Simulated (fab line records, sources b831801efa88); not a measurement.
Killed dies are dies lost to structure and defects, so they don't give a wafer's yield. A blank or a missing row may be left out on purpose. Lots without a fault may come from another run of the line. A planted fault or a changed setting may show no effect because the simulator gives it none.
fab line records | flow gf180mcu | part 1 of 2: steps 1 to 25 of 33
record lots=5 wafers=15 last_day=34
route steps=602 shown M5@527 V5@540
lots that met no fault: from a run of the same line without faults
start_h: hours from the record's first day to the start of the lot's first wafer shown | wait_h: hours since the lot's step before | " the same as in the row above | L1.1+2: a row that stands for several wafers | - no value, or no start given | * or withheld: withheld | < > ~ a bound
route shown NAME@n: a module of which the file shows steps, and the number in the route of the first | usual: mean/standard deviation of fault-free wafers | same: alike in all rows | chamber/n: place in a boat | sites: the reading at each site | _std_site: their standard deviation | _edge_site: outer sites' mean less inner sites' | radius_mm: how far each site lies from the wafer's centre | mask NAME#n: copy n | behind: the tool/chamber that last shaped the wafer | hold: why the lot was held/for how many hours/how that ended | device: the transistor (n, p or np) that didn't switch | end of line: the same wafers' tests at the end of the route | a step without rows: its recipe alone | killed: dies lost to structure and defects at the first sort, not the wafer's yield | map: a wafer's dies, x killed, . not, _ none there
set.NAME: the setting as run; set.NAME@STEP: as run at that earlier step | model.NAME: the simulator's own value behind a step, which no gauge read
lots at some steps of the route; a table a step, a row a wafer
services: from which hour (start_h, from the record's first day; less than 0 if before it) a tool's chamber was out of use, for how many hours, and why
## steps
# step GF_M5_HMDS_01
# recipe prime_time_s=60 prime_temp_c=120
# usual chill_plate_temp_C=23.00/0.096
# same prime_time_s=60
# columns lot.wafer tool chamber start_h wait_h chill_plate_temp_C
L074.2 litho_track-04 0 600.80 0.1 23.06
L074.4 " 0 " " 23.06
L074.6 " 0 " " 22.97
L077.4 litho_track-01 0 626.42 0.1 23.12
L077.5 " 0 " " 22.97
L077.6 " 0 " " 23.04
L079.2 litho_track-03 0 633.71 0.1 23.08
L079.5 " 0 " " 22.97
L079.6 " 0 " " 22.88
L095.1 litho_track-04 0 741.22 0.1 22.88
L095.2 " 0 " " 22.96
L095.4 " 0 " " 23.03
L097.2 litho_track-01 0 758.72 0.1 23.04
L097.3 " 0 " " 22.98
L097.4 " 0 " " 23.08
# step GF_M5_COAT_02
# recipe resist=KrF spin_rpm=withheld resist_thk_nm=1000
# usual chill_plate_temp_C=23.01/0.11
# columns lot.wafer tool chamber start_h wait_h chill_plate_temp_C
L074.2 litho_track-04 0 600.95 0.1 22.97
L074.4 " 0 " " 23.15
L074.6 " 0 " " 22.93
L077.4 litho_track-01 0 626.57 0.1 23.00
L077.5 " 0 " " 22.96
L077.6 " 0 " " 22.93
L079.2 litho_track-03 0 633.86 0.1 23.18
L079.5 " 0 " " 23.17
L079.6 " 0 " " 23.06
L095.1 litho_track-04 0 741.37 0.1 23.09
L095.2 " 0 " " 23.09
L095.4 " 0 " " 22.92
L097.2 litho_track-01 0 758.87 0.1 22.96
L097.3 " 0 " " 23.04
L097.4 " 0 " " 22.94
# step GF_M5_SOFTBAKE_03
# recipe temp_c=130 time_s=60 resist=KrF
# usual chill_plate_temp_C=23.00/0.11 heater_power_total_W=93.06/0.053 plate_temp_C=129.98/0.13
# columns lot.wafer tool chamber start_h wait_h chill_plate_temp_C heater_power_total_W plate_temp_C
L074.2 litho_track-04 0 601.10 0.1 23.10 93.04 130.00
L074.4 " 0 " " 23.03 93.08 130.02
L074.6 " 0 " " 23.15 93.05 129.78
L077.4 litho_track-01 0 626.72 0.1 23.04 93.07 129.93
L077.5 " 0 " " 23.03 93.07 130.18
L077.6 " 0 " " 23.08 93.04 130.20
L079.2 litho_track-03 0 634.01 0.1 22.78 93.06 129.76
L079.5 " 0 " " 22.79 93.17 129.77
L079.6 " 0 " " 22.86 93.08 129.71
L095.1 litho_track-04 0 741.52 0.1 22.91 93.09 129.77
L095.2 " 0 " " 22.97 93.10 129.86
L095.4 " 0 " " 22.93 93.04 130.04
L097.2 litho_track-01 0 759.02 0.1 22.99 92.99 130.07
L097.3 " 0 " " 22.94 93.12 130.15
L097.4 " 0 " " 23.17 93.02 129.90
# step GF_M5_EXPOSE_04
# recipe mask_id=Metal5 target_cd_nm=280 na=0.68 source_shape=conventional sigma_outer=0.6 dose_mj=28
# columns lot.wafer tool chamber start_h wait_h mask
L074.2+4+6 krf_scanner-01 0 - - Metal5#0
L077.4+5+6 krf_scanner-02 0 - - Metal5#0
L079.2+5+6 krf_scanner-02 0 - - Metal5#0
L095.1+2+4 krf_scanner-02 0 - - Metal5#0
L097.2+3+4 krf_scanner-02 0 - - Metal5#0
# step GF_M5_PEB_05
# recipe peb_temp_c=135 peb_time_s=90 resist=KrF
# usual chill_plate_temp_C=23.01/0.11 heater_power_total_W=85.71/0.084 plate_temp_C=134.97/0.17
# columns lot.wafer tool chamber start_h wait_h chill_plate_temp_C heater_power_total_W plate_temp_C
L074.2 litho_track-03 0 - - 22.93 85.70 134.72
L074.4 " 0 " " 23.03 85.58 134.58
L074.6 " 0 " " 23.03 85.70 134.77
L077.4 litho_track-03 0 - - 22.97 85.78 134.92
L077.5 " 0 " " 22.87 85.74 134.99
L077.6 " 0 " " 22.93 85.86 135.04
L079.2 litho_track-03 0 - - 22.94 85.74 134.69
L079.5 " 0 " " 22.96 85.76 134.77
L079.6 " 0 " " 22.97 85.58 134.78
L095.1 litho_track-03 0 - - 22.88 85.63 134.76
L095.2 " 0 " " 22.81 85.81 134.81
L095.4 " 0 " " 23.15 85.79 135.02
L097.2 litho_track-03 0 - - 22.98 85.71 135.23
L097.3 " 0 " " 23.10 85.70 135.05
L097.4 " 0 " " 22.98 85.83 135.24
# step GF_M5_DEVELOP_06
# recipe develop_time_s=60 dev_temp_c=21
# usual chill_plate_temp_C=22.96/0.11
# columns lot.wafer tool chamber start_h wait_h chill_plate_temp_C
L074.2 litho_track-03 0 611.41 0.2 22.92
L074.4 " 0 " " 23.13
L074.6 " 0 " " 23.01
L077.4 litho_track-03 0 636.86 0.1 22.90
L077.5 " 0 " " 22.92
L077.6 " 0 " " 23.02
L079.2 litho_track-03 0 643.71 0.2 23.10
L079.5 " 0 " " 23.05
L079.6 " 0 " " 23.04
L095.1 litho_track-03 0 749.44 0.2 22.97
L095.2 " 0 " " 22.92
L095.4 " 0 " " 22.88
L097.2 litho_track-03 0 766.61 0.2 23.00
L097.3 " 0 " " 23.10
L097.4 " 0 " " 22.79
# step GF_M5_CD_MEAS_07
# recipe target_cd_nm=280
# usual cd_nm=280.3/1.2
# columns lot.wafer tool chamber start_h wait_h cd_nm
L074.2 cd_sem-02 - 611.56 0.1 279.6
L074.4 " - " " 280.0
L074.6 " - " " 279.9
L077.4 cd_sem-02 - 637.00 0.1 279.4
L077.5 " - " " 279.0
L077.6 " - " " 279.9
L079.2 cd_sem-02 - 643.86 0.1 281.3
L079.5 " - " " 281.6
L079.6 " - " " 281.4
L095.1 cd_sem-01 - 749.59 0.1 280.1
L095.2 " - " " 279.2
L095.4 " - " " 280.1
L097.2 cd_sem-02 - 766.76 0.1 279.7
L097.3 " - " " 279.8
L097.4 " - " " 278.9
# step GF_M5_OVL_MEAS_08
# usual M5_OVL=-1/5.3
# columns lot.wafer tool chamber start_h wait_h M5_OVL[nm]
L074.2 overlay-01 - 611.67 0.1 4
L074.4 " - " " 2
L074.6 " - " " -1
L077.4 overlay-01 - 637.08 0.1 0
L077.5 " - " " -8
L077.6 " - " " 9
L079.2 overlay-01 - 643.97 0.1 -4
L079.5 " - " " 3
L079.6 " - " " -11
L095.1 overlay-02 - 749.71 0.1 -9
L095.2 " - " " -2
L095.4 " - " " -13
L097.2 overlay-01 - 766.86 0.1 -2
L097.3 " - " " -4
L097.4 " - " " -6
# step GF_M5_ETCH_09
# recipe chemistry=CF4/O2 target=Si3N4 target_depth_nm=52 source_w=800 bias_w=150 pressure_mtorr=150 cf4_flow_sccm=80 O2_flow_sccm=10 time_s=11.6
# usual drypump_motor_current_A=5.5/0.47 oes_product_au=1.000/0.0098 throttle_valve_pct=5.970/0.0091
# columns lot.wafer tool chamber start_h wait_h drypump_motor_current_A oes_product_au rf_hours_counter_h throttle_valve_pct
L074.2 rie_diel-04 0 611.70 0.0 6.1 0.999 8 5.962
L074.4 " 1 " " 5.3 1.018 26 5.980
L074.6 " 3 " " 5.5 1.005 - 5.963
L077.4 rie_diel-03 1 637.10 0.0 5.4 0.995 13 5.959
L077.5 " 2 " " 4.6 0.994 - 5.960
L077.6 " 3 " " 5.4 0.985 - 5.970
L079.2 rie_diel-04 3 644.00 0.0 5.5 1.011 0 5.974
L079.5 " 3 " " 5.5 1.015 - 5.966
L079.6 " 2 " " 5.8 1.003 - 5.960
L095.1 rie_diel-01 3 749.74 0.0 5.5 1.005 10 5.965
L095.2 " 0 " " 4.8 1.001 21 5.980
L095.4 " 2 " " 6.0 0.995 4 5.984
L097.2 rie_diel-03 3 766.89 0.0 5.5 1.006 3 5.987
L097.3 " 1 " " 5.4 0.992 18 5.971
L097.4 " 0 " " 6.1 1.005 25 5.978
# step GF_M5_METAL_ETCH_10
# recipe chemistry=Cl2/BCl3 mask_material=KrF target_depth_nm=750.8 stop_on=SiO2 pressure_mtorr=8 icp_w=800 bias_w=140 Cl2_flow_sccm=80 bcl3_flow_sccm=40 time_s=125.1
# usual bcl3_flow_sccm=40.03/0.12 drypump_motor_current_A=5.98/0.17 oes_product_au=0.991/0.0056 throttle_valve_pct=28.229/0.0097
# columns lot.wafer tool chamber start_h wait_h bcl3_flow_sccm drypump_motor_current_A oes_product_au rf_hours_counter_h throttle_valve_pct
L074.2 rie_metal-02 1 611.72 0.0 39.84 6.16 0.981 3 28.237
L074.4 " 1 " " 39.96 6.16 0.999 - 28.206
L074.6 " 0 " " 40.08 6.17 0.991 - 28.224
L077.4 rie_metal-02 0 637.16 0.1 39.97 6.15 1.006 - 28.224
L077.5 " 1 " " 40.12 6.17 0.996 - 28.221
L077.6 " 0 " " 40.10 6.21 0.995 - 28.231
L079.2 rie_metal-02 1 644.02 0.0 40.07 6.17 0.994 4 28.230
L079.5 " 0 " " 39.91 6.18 1.000 - 28.222
L079.6 " 1 " " 40.11 6.17 0.991 - 28.223
L095.1 rie_metal-03 1 749.77 0.0 40.12 6.05 0.996 5 28.231
L095.2 " 0 " " 40.12 5.74 0.998 15 28.227
L095.4 " 1 " " 40.22 6.08 0.985 - 28.233
L097.2 rie_metal-02 0 766.92 0.0 40.01 6.20 1.002 12 28.208
L097.3 " 0 " " 39.81 6.20 1.002 - 28.228
L097.4 " 1 " " 39.85 6.17 0.985 - 28.232
# step GF_M5_STRIP_11
# recipe chemistry=O2/N2 power_w=1400 pressure_mtorr=1500 platen_temp_c=250 o2_flow_sccm=3000 n2_flow_sccm=300 overash_fraction=0.5
# usual drypump_motor_current_A=5.6/0.43 heater_power_w=310/34 oes_product_au=0.523/0.0051 strip_time_to_endpoint_s=7.04/0.056
# columns lot.wafer tool chamber start_h wait_h drypump_motor_current_A heater_power_w oes_product_au rf_hours_counter_h strip_time_to_endpoint_s
L074.2 plasma_asher-04 0 611.85 0.1 5.3 370 0.524 101 7.02
L074.4 " 0 " " 5.3 367 0.516 - 7.02
L074.6 " 1 " " 6.3 281 0.520 - 6.99
L077.4 plasma_asher-04 1 637.28 0.1 6.3 276 0.519 - 6.94
L077.5 " 0 " " 5.3 364 0.530 - 7.07
L077.6 " 1 " " 6.3 282 0.518 - 6.98
L079.2 plasma_asher-02 1 644.15 0.1 5.7 316 0.521 49 7.06
L079.5 " 0 " " 5.7 276 0.519 - 6.93
L079.6 " 1 " " 5.7 322 0.522 - 7.05
L095.1 plasma_asher-02 0 749.90 0.1 5.7 275 0.536 60 7.14
L095.2 " 1 " " 5.7 311 0.524 60 7.11
L095.4 " 0 " " 5.7 274 0.526 - 7.10
L097.2 plasma_asher-04 0 767.05 0.1 5.3 377 0.510 3 6.91
L097.3 " 1 " " 6.3 287 0.524 - 6.94
L097.4 " 0 " " 5.3 371 0.521 - 6.96
# step GF_M5_STRIP_12
# recipe chemistry=post_etch_residue_remover time_s=1200 temp_c=72.5
# usual temp_c=72.50/0.12
# columns lot.wafer tool chamber start_h wait_h temp_c
L074.2 wet_bench-03 3 611.95 0.1 72.40
L074.4 " 3 " " 72.23
L074.6 " 3 " " 72.44
L077.4 wet_bench-03 2 637.35 0.0 72.41
L077.5 " 2 " " 72.69
L077.6 " 2 " " 72.68
L079.2 wet_bench-03 0 644.25 0.1 72.55
L079.5 " 0 " " 72.66
L079.6 " 0 " " 72.57
L095.1 wet_bench-01 3 750.00 0.1 72.53
L095.2 " 3 " " 72.51
L095.4 " 3 " " 72.58
L097.2 wet_bench-02 2 767.15 0.1 72.43
L097.3 " 2 " " 72.67
L097.4 " 2 " " 72.57
# step GF_M5_CLEAN_13
# recipe chemistry=DIW dry=n2_spin
# columns lot.wafer tool chamber start_h wait_h
L074.2+4+6 wet_bench-01 0 612.63 0.0
L077.4+5+6 wet_bench-01 0 637.69 0.0
L079.2+5+6 wet_bench-02 2 644.59 0.0
L095.1+2+4 wet_bench-03 0 750.34 0.0
L097.2+3+4 wet_bench-01 3 767.49 0.0
# step GF_V5_CVD_00
# recipe material=SiO2 target_thk_nm=300 sigma_open_frac=0.3 temp_c=400 time_s=50 sih4_flow_sccm=60 pressure_mtorr=6
# columns lot.wafer tool chamber start_h wait_h
L074.2+4+6 hdpcvd-01 0,0,2 612.81 0.0
L077.4+5+6 hdpcvd-01 0,2,1 637.80 0.0
L079.2+5+6 hdpcvd-02 0,1,0 644.68 0.0
L095.1+2+4 hdpcvd-02 1,2,1 750.44 0.0
L097.2+3+4 hdpcvd-02 0,1,2 767.58 0.0
# step GF_V5_THK_MEAS_01
# recipe reads=SiO2_of_V5_CVD_00
# usual V5_CVD_00_THK=300.2/2.8
# columns lot.wafer tool chamber start_h wait_h V5_CVD_00_THK[nm]
L074.2 film_metro-01 - 612.87 0.0 296.1
L074.4 " - " " 300.2
L074.6 " - " " 297.0
L077.4 film_metro-02 - 637.86 0.0 299.6
L077.5 " - " " 298.9
L077.6 " - " " 303.6
L079.2 film_metro-02 - 644.74 0.0 298.5
L079.5 " - " " 301.9
L079.6 " - " " 300.4
L095.1 film_metro-02 - 750.48 0.0 298.4
L095.2 " - " " 295.7
L095.4 " - " " 302.2
L097.2 film_metro-04 - 767.63 0.0 294.2
L097.3 " - " " 303.7
L097.4 " - " " 299.8
# step GF_V5_CVD_02
# recipe material=SiO2 target_thk_nm=1450 precursor=TEOS temp_c=400 time_s=163.28 rf_w=600
# usual heater_power_w=665/110
# columns lot.wafer tool chamber start_h wait_h heater_power_w
L074.2 pecvd-02 0 612.92 0.0 631
L074.4 " 1 " " 600
L074.6 " 0 " " 513
L077.4 pecvd-01 1 637.94 0.1 601
L077.5 " 2 " " 703
L077.6 " 0 " " 797
L079.2 pecvd-01 0 644.79 0.0 682
L079.5 " 0 " " 781
L079.6 " 1 " " 485
L095.1 pecvd-01 0 750.54 0.1 731
L095.2 " 1 " " 512
L095.4 " 1 " " 573
L097.2 pecvd-03 1 767.68 0.0 739
L097.3 " 2 " " 672
L097.4 " 2 " " 562
# step GF_V5_THK_MEAS_03
# recipe reads=SiO2_of_V5_CVD_02
# usual V5_CVD_02_THK=1450/19
# columns lot.wafer tool chamber start_h wait_h V5_CVD_02_THK[nm]
L074.2 film_metro-02 - 613.04 0.1 1418
L074.4 " - " " 1440
L074.6 " - " " 1436
L077.4 film_metro-02 - 638.02 0.0 1449
L077.5 " - " " 1487
L077.6 " - " " 1471
L079.2 film_metro-01 - 644.90 0.1 1449
L079.5 " - " " 1461
L079.6 " - " " 1469
L095.1 film_metro-01 - 750.65 0.1 1446
L095.2 " - " " 1442
L095.4 " - " " 1455
L097.2 film_metro-04 - 767.80 0.1 1430
L097.3 " - " " 1436
L097.4 " - " " 1481
# step GF_V5_CMP_04
# recipe material=SiO2 down_force_psi=4 platen_rpm=60 pad_velocity_m_s=0.94248
# usual edge_zone_pressure_frac=1.000/0.0053 motor_current_A=11.9/1.3
# columns lot.wafer tool chamber start_h wait_h edge_zone_pressure_frac motor_current_A
L074.2 cmp-02 2 613.14 0.1 1.001 11.8
L074.4 " 3 " " 0.997 12.6
L074.6 " 1 " " 1.006 12.8
L077.4 cmp-02 3 638.05 0.0 1.004 12.1
L077.5 " 3 " " 0.999 12.2
L077.6 " 0 " " 0.999 13.9
L079.2 cmp-01 1 645.00 0.1 1.000 9.8
L079.5 " 0 " " 0.984 13.1
L079.6 " 1 " " 1.000 9.4
L095.2 cmp-01 2 750.71 0.0 1.003 10.7
L095.4 " 0 " " 0.988 13.0
L095.1 " 1 " " 0.996 9.5
L097.2 cmp-02 1 767.85 0.0 0.997 13.1
L097.4 " 2 " " 0.996 12.1
L097.3 " 0 " " 0.994 13.4
# step GF_V5_BOW_MEAS_05
# recipe mode=bow
# usual V5_BOW=137/9.8
# columns lot.wafer tool chamber start_h wait_h V5_BOW[um]
L074.2 film_metro-04 - 613.41 0.2 136
L074.4 " - " " 136
L074.6 " - " " 136
L077.4 film_metro-02 - 638.41 0.3 139
L077.5 " - " " 133
L077.6 " - " " 129
L079.2 film_metro-02 - 645.27 0.2 123
L079.5 " - " " 122
L079.6 " - " " 130
L095.1 film_metro-04 - 751.01 0.1 134
L095.2 " - " " 135
L095.4 " - " " 144
L097.2 film_metro-01 - 768.19 0.3 154
L097.3 " - " " 141
L097.4 " - " " 155
# step GF_V5_DEHYDRATE_06
# recipe temp_c=200 time_s=60
# usual chill_plate_temp_C=22.98/0.11 heater_power_total_W=160.38/0.13 plate_temp_C=200.01/0.14
# columns lot.wafer tool chamber start_h wait_h chill_plate_temp_C heater_power_total_W plate_temp_C
L074.2 litho_track-03 0 623.11 9.7 22.89 160.37 200.09
L074.4 " 0 " " 22.91 160.32 199.90
L074.6 " 0 " " 23.00 160.40 200.19
L077.4 litho_track-03 0 647.61 9.2 22.98 160.32 200.11
L077.5 " 0 " " 23.10 160.30 199.81
L077.6 " 0 " " 23.08 160.56 199.91
L079.2 litho_track-03 0 654.51 9.2 22.88 160.21 200.16
L079.5 " 0 " " 22.98 160.28 199.95
L079.6 " 0 " " 22.82 160.39 200.00
L095.1 litho_track-03 0 759.29 8.3 22.99 160.47 199.89
L095.2 " 0 " " 23.10 160.37 199.97
L095.4 " 0 " " 22.97 160.38 199.57
L097.2 litho_track-03 0 775.26 7.1 22.78 160.23 200.21
L097.3 " 0 " " 22.76 160.30 199.91
L097.4 " 0 " " 22.98 160.53 199.96
# step GF_V5_HMDS_07
# recipe prime_time_s=60 prime_temp_c=120
# usual chill_plate_temp_C=22.97/0.092
# same prime_time_s=60
# columns lot.wafer tool chamber start_h wait_h chill_plate_temp_C
L074.2 litho_track-03 0 623.26 0.1 22.90
L074.4 " 0 " " 22.76
L074.6 " 0 " " 22.66
L077.4 litho_track-03 0 647.76 0.1 23.10
L077.5 " 0 " " 22.98
L077.6 " 0 " " 22.89
L079.2 litho_track-03 0 654.66 0.1 23.01
L079.5 " 0 " " 23.04
L079.6 " 0 " " 23.05
L095.1 litho_track-03 0 759.44 0.1 23.07
L095.2 " 0 " " 22.82
L095.4 " 0 " " 23.01
L097.2 litho_track-03 0 775.41 0.1 22.90
L097.3 " 0 " " 22.83
L097.4 " 0 " " 22.93
# step GF_V5_COAT_08
# recipe resist=BARC temp_c=withheld time_s=withheld spin_rpm=withheld resist_thk_nm=withheld
# usual chill_plate_temp_C=*
# columns lot.wafer tool chamber start_h wait_h chill_plate_temp_C
L074.2 litho_track-03 0 623.41 0.1 *
L074.4 " 0 " " *
L074.6 " 0 " " *
L077.4 litho_track-03 0 647.91 0.1 *
L077.5 " 0 " " *
L077.6 " 0 " " *
L079.2 litho_track-03 0 654.81 0.1 *
L079.5 " 0 " " *
L079.6 " 0 " " *
L095.1 litho_track-03 0 759.59 0.1 *
L095.2 " 0 " " *
L095.4 " 0 " " *
L097.2 litho_track-03 0 775.56 0.1 *
L097.3 " 0 " " *
L097.4 " 0 " " *
# step GF_V5_COAT_09
# recipe resist=KrF spin_rpm=withheld resist_thk_nm=1000
# usual chill_plate_temp_C=23.01/0.12
# columns lot.wafer tool chamber start_h wait_h chill_plate_temp_C
L074.2 litho_track-03 0 - - 22.93
L074.4 " 0 " " 23.19
L074.6 " 0 " " 22.87
L077.4 litho_track-03 0 - - 23.09
L077.5 " 0 " " 23.18
L077.6 " 0 " " 23.17
L079.2 litho_track-03 0 - - 23.09
L079.5 " 0 " " 23.01
L079.6 " 0 " " 23.12
L095.1 litho_track-03 0 - - 23.13
L095.2 " 0 " " 23.09
L095.4 " 0 " " 23.00
L097.2 litho_track-03 0 - - 23.05
L097.3 " 0 " " 23.03
L097.4 " 0 " " 22.99
# step GF_V5_SOFTBAKE_10
# recipe temp_c=130 time_s=60 resist=KrF
# usual chill_plate_temp_C=22.97/0.11 heater_power_total_W=93.05/0.057 plate_temp_C=130.01/0.13
# columns lot.wafer tool chamber start_h wait_h chill_plate_temp_C heater_power_total_W plate_temp_C
L074.2 litho_track-03 0 - - 22.90 92.99 130.24
L074.4 " 0 " " 22.95 93.13 130.12
L074.6 " 0 " " 22.86 93.03 130.14
L077.4 litho_track-03 0 - - 23.04 93.08 129.83
L077.5 " 0 " " 23.11 93.05 129.96
L077.6 " 0 " " 23.04 93.10 129.95
L079.2 litho_track-03 0 - - 22.82 93.10 130.31
L079.5 " 0 " " 23.04 92.93 130.28
L079.6 " 0 " " 23.02 93.09 129.95
L095.1 litho_track-03 0 - - 22.94 93.05 130.16
L095.2 " 0 " " 22.82 92.96 130.25
L095.4 " 0 " " 22.84 93.15 129.95
L097.2 litho_track-03 0 - - 23.01 93.02 130.05
L097.3 " 0 " " 22.94 93.03 129.84
L097.4 " 0 " " 23.11 93.07 130.09
# step GF_V5_EXPOSE_11
# recipe mask_id=Via5 target_cd_nm=260 na=0.68 source_shape=conventional sigma_outer=0.6 dose_mj=38
# columns lot.wafer tool chamber start_h wait_h mask
L074.2+4+6 krf_scanner-01 0 - - Via5#0
L077.4+5+6 krf_scanner-02 0 - - Via5#0
L079.2+5+6 krf_scanner-02 0 - - Via5#0
L095.1+2+4 krf_scanner-01 0 - - Via5#0
L097.2+3+4 krf_scanner-01 0 - - Via5#0
